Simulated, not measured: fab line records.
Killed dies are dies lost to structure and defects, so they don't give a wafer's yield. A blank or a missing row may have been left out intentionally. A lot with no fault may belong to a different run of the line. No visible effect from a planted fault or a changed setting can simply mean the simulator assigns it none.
Which tool did it? :: flow gf180mcu :: 13 lots with 39 wafers sampled at 4 steps, on a route of 602 steps

== WHAT EACH GAUGE READ, for each wafer ==
GF_TOP_METAL_CD_MEAS_14 targets a cd of 440 nm.
lot: L182
measured: day 28 09:25
on: cd-sem-02
cd-nm (nm): 435.5 437.2 439.5

lot: L184
measured: day 28 20:52
on: cd-sem-01
cd-nm (nm): 438.1 441.1 436.8

lot: L185
measured: day 28 21:10
on: cd-sem-01
cd-nm (nm): 439.7 440.8 439.8

lot: L183
measured: day 28 21:52
on: cd-sem-02
cd-nm (nm): 442.4 444.1 445.7

lot: L187
measured: day 29 15:58
on: cd-sem-02
cd-nm (nm): 440.4 442.4 440.9

lot: L190
measured: day 30 05:40
on: cd-sem-02
cd-nm (nm): 440.5 440.2 438.2

lot: L188
measured: day 30 07:10
on: cd-sem-01
cd-nm (nm): 438.9 440.4 438.8

lot: L193
measured: day 31 08:26
on: cd-sem-02
cd-nm (nm): 443.8 442.9 444.1

lot: L194
measured: day 31 17:10
on: cd-sem-02
cd-nm (nm): 439.3 439.2 439.3

lot: L195
measured: day 32 01:29
on: cd-sem-02
cd-nm (nm): 438.7 437.7 437.0

lot: L201
measured: day 33 11:08
on: cd-sem-01
cd-nm (nm): 446.4 446.6 443.7

lot: L203
measured: day 33 15:25
on: cd-sem-02
cd-nm (nm): 440.6 440.6 440.2

lot: L204
measured: day 34 00:34
on: cd-sem-02
cd-nm (nm): 440.8 440.8 441.0

GF_PASSIVATION_BOW_MEAS_14.
lot: L182
measured: day 29 07:44
on: film-metro-01
PASSIVATION_BOW (um): 140 128 124

lot: L184
measured: day 29 19:53
on: film-metro-04
PASSIVATION_BOW (um): 132 111 122

lot: L185
measured: day 29 21:23
on: film-metro-04
PASSIVATION_BOW (um): 125 125 132

lot: L183
measured: day 29 21:23
on: film-metro-02
PASSIVATION_BOW (um): 159 151 160

lot: L187
measured: day 30 13:56
on: film-metro-04
PASSIVATION_BOW (um): 146 146 148

lot: L190
measured: day 31 04:04
on: film-metro-02
PASSIVATION_BOW (um): 117 102 114

lot: L188
measured: day 31 05:34
on: film-metro-02
PASSIVATION_BOW (um): 132 130 124

lot: L193
measured: day 32 04:11
on: film-metro-02
PASSIVATION_BOW (um): 140 129 145

lot: L194
measured: day 32 12:11
on: film-metro-04
PASSIVATION_BOW (um): 137 132 139

lot: L195
measured: day 32 20:49
on: film-metro-02
PASSIVATION_BOW (um): 131 132 137

lot: L201
measured: day 34 05:44
on: film-metro-01
PASSIVATION_BOW (um): 143 140 143

lot: L203
measured: day 34 09:38
on: film-metro-04
PASSIVATION_BOW (um): 138 125 133

lot: L204
measured: day 34 18:56
on: film-metro-04
PASSIVATION_BOW (um): 127 138 141

== EACH LOT AND THE TOOL THAT RAN IT (in order: tool; ch and the chambers of the sampled wafers; start) ==
lot: L182
GF_TOP_METAL_SPUTTER_01: pvd-sputter-01, day 27 13:20
GF_TOP_METAL_STRIP_18: wet-bench-02 ch 1, day 28 10:01

lot: L184
GF_TOP_METAL_SPUTTER_01: pvd-sputter-02, day 28 01:03
GF_TOP_METAL_STRIP_18: wet-bench-02 ch 1, day 28 21:31

lot: L185
GF_TOP_METAL_SPUTTER_01: pvd-sputter-01, day 28 02:04
GF_TOP_METAL_STRIP_18: wet-bench-01 ch 0, day 28 21:37

lot: L183
GF_TOP_METAL_SPUTTER_01: pvd-sputter-01, day 28 03:21
GF_TOP_METAL_STRIP_18: wet-bench-01 ch 3, day 28 22:30

lot: L187
GF_TOP_METAL_SPUTTER_01: pvd-sputter-03, day 28 20:28
GF_TOP_METAL_STRIP_18: wet-bench-02 ch 1, day 29 16:36

lot: L190
GF_TOP_METAL_SPUTTER_01: pvd-sputter-01, day 29 10:54
GF_TOP_METAL_STRIP_18: wet-bench-04 ch 3, day 30 06:04

lot: L188
GF_TOP_METAL_SPUTTER_01: pvd-sputter-01, day 29 12:24
GF_TOP_METAL_STRIP_18: wet-bench-04 ch 3, day 30 07:34

lot: L193
GF_TOP_METAL_SPUTTER_01: pvd-sputter-03, day 30 15:23
GF_TOP_METAL_STRIP_18: wet-bench-04 ch 0, day 31 08:53

lot: L194
GF_TOP_METAL_SPUTTER_01: pvd-sputter-01, day 31 00:18
GF_TOP_METAL_STRIP_18: wet-bench-04 ch 3, day 31 17:37

lot: L195
GF_TOP_METAL_SPUTTER_01: pvd-sputter-03, day 31 09:20
GF_TOP_METAL_STRIP_18: wet-bench-04 ch 3, day 32 01:55

lot: L201
GF_TOP_METAL_SPUTTER_01: pvd-sputter-02, day 32 18:43
GF_TOP_METAL_STRIP_18: wet-bench-01 ch 2, day 33 11:35

lot: L203
GF_TOP_METAL_SPUTTER_01: pvd-sputter-03, day 33 00:43
GF_TOP_METAL_STRIP_18: wet-bench-02 ch 1, day 33 15:51

lot: L204
GF_TOP_METAL_SPUTTER_01: pvd-sputter-02, day 33 08:50
GF_TOP_METAL_STRIP_18: wet-bench-02 ch 1, day 34 01:01
- GF_TOP_METAL_SPUTTER_01: material TiN, target thk 30 nm, time 25 s.
- GF_TOP_METAL_STRIP_18: strips in post etch residue remover, time 1200 s.

== WHAT THE TOOLS THEMSELVES READ (means of the sampled wafers that have a number; where no wafer has one, the mark that the record gives instead) ==
GF_TOP_METAL_SPUTTER_01.
lot: L182
tool: pvd-sputter-01
cathode-dc-power-W (W): 6500.4
throttle-valve-pct (%): 30.2

lot: L184
tool: pvd-sputter-02
cathode-dc-power-W (W): 6501.0
throttle-valve-pct (%): 30.5

lot: L185
tool: pvd-sputter-01
cathode-dc-power-W (W): 6500.0
throttle-valve-pct (%): 30.0

lot: L183
tool: pvd-sputter-01
cathode-dc-power-W (W): 6500.0
throttle-valve-pct (%): 30.7

lot: L187
tool: pvd-sputter-03
cathode-dc-power-W (W): 6500.9
throttle-valve-pct (%): 31.0

lot: L190
tool: pvd-sputter-01
cathode-dc-power-W (W): 6500.4
throttle-valve-pct (%): 30.9

lot: L188
tool: pvd-sputter-01
cathode-dc-power-W (W): 6499.8
throttle-valve-pct (%): 29.9

lot: L193
tool: pvd-sputter-03
cathode-dc-power-W (W): 6500.5
throttle-valve-pct (%): 31.0

lot: L194
tool: pvd-sputter-01
cathode-dc-power-W (W): 6499.3
throttle-valve-pct (%): 30.2

lot: L195
tool: pvd-sputter-03
cathode-dc-power-W (W): 6502.0
throttle-valve-pct (%): 30.7

lot: L201
tool: pvd-sputter-02
cathode-dc-power-W (W): 6501.0
throttle-valve-pct (%): 30.3

lot: L203
tool: pvd-sputter-03
cathode-dc-power-W (W): 6498.2
throttle-valve-pct (%): 31.5

lot: L204
tool: pvd-sputter-02
cathode-dc-power-W (W): 6499.5
throttle-valve-pct (%): 30.4

== THE ANSWER, worked out from the rows above alone ==
Rule: the usual values come from the lots themselves. The widest of any qualifying gaps counts: lots, ordered by their means at a reading, are off when they make up no more than a third of the lots, leave a main group of 4 or more, and stand apart from it by 3 or more times the standard deviation of that group's means. A main group is skipped when, at the precision printed for the reading in the tables above, its means are all equal. A lot without any number at a reading at which 4 lots or more have one is off too. The other lots that the step has rows for count as sound. First the gauges in route order, then the tools' own readings, where a lot's mean is used as printed above. At the first step where some lot is off, the reading lying furthest off is the one used; lots without a number count as furthest.
No lot is off at any reading shown: from this, nothing can be told.

== WHAT WAS PUT IN BY THE SIMULATOR ==
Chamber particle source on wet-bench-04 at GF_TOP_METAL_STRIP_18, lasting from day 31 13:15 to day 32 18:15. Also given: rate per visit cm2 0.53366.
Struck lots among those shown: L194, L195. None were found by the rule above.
